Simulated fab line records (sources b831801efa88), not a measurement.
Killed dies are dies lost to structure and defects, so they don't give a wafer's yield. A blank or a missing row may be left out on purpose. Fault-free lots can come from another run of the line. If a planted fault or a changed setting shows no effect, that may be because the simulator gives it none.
A single fault, viewed from 2 desks / flow sky130 / only its own numbers are on each desk; what lay behind them is given at the end

## METROLOGY DESK
What the gauges read, lot by lot, whatever tool the lot ran on: means of the sampled wafers that have a number. Marked OUT: a lot whose mean sits more than 4 standard deviations from the usual mean, which makes it out of limits; the brackets give that distance.
Columns: A = VIA3_OVL at SKY_VIA3_OVL_MEAS_13, usual -5 nm; B = CAP2M_CVD_00_THK at SKY_CAP2M_THK_MEAS_01, usual 15.60 nm; C = CAP2M_OVL at SKY_CAP2M_OVL_MEAS_12, usual -0.5 nm
lot=L161; first seen here=day 39 14:35; A=-9; B=15.63; C=-1.6
lot=L162; first seen here=day 40 01:52; A=-1; B=15.43; C=-0.2
lot=L163; first seen here=day 40 06:11; A=-1; B=15.46; C=-0.3
lot=L168; first seen here=day 42 01:56; A=-9; B=15.82; C=0.3
lot=L170; first seen here=day 42 12:59; A=-3; B=15.68; C=-0.2
lot=L173; first seen here=day 43 08:07; A=-1; B=15.47; C=0.1
lot=L175; first seen here=day 44 00:20; A=-3; B=15.24; C=-0.3
lot=L176; first seen here=day 44 14:28; A=-3; B=15.18; C=-1.1
lot=L179; first seen here=day 44 21:14; A=-0; B=15.42; C=0.9
lot=L183; first seen here=day 45 23:19; A=-9; B=15.73; C=-0.9
lot=L184; first seen here=day 46 02:35; A=-1; B=15.89; C=-1.5
Result from this desk: across the 11 lots, nothing is out of limits.

## DESK OF THE TOOL OWNER: pecvd-01
The tool's own readings at SKY_CAP2M_CVD_00 (deposits SiO2, target thk 15.5 nm): means of the sampled wafers that have a number, for each lot that ran on this tool. Marked OUT: a lot whose mean sits more than 4 standard deviations from the usual mean, which makes it out of limits; the brackets give that distance.
Columns: A = heater_power_w at SKY_CAP2M_CVD_00, usual 703 W
lot=L161; first seen here=day 39 16:07; A=711
lot=L170; first seen here=day 42 14:31; A=760
lot=L173; first seen here=day 43 10:22; A=743
lot=L175; first seen here=day 44 01:54; A=869
lot=L176; first seen here=day 44 16:01; A=753
Result from this desk: across the 5 lots, nothing is out of limits.

## TAKEN TOGETHER
At the metrology desk, nothing out of limits was observed.
Nothing out of limits was seen by the tool owner's desk.

## WHAT HAD BEEN PUT IN BY THE SIMULATOR
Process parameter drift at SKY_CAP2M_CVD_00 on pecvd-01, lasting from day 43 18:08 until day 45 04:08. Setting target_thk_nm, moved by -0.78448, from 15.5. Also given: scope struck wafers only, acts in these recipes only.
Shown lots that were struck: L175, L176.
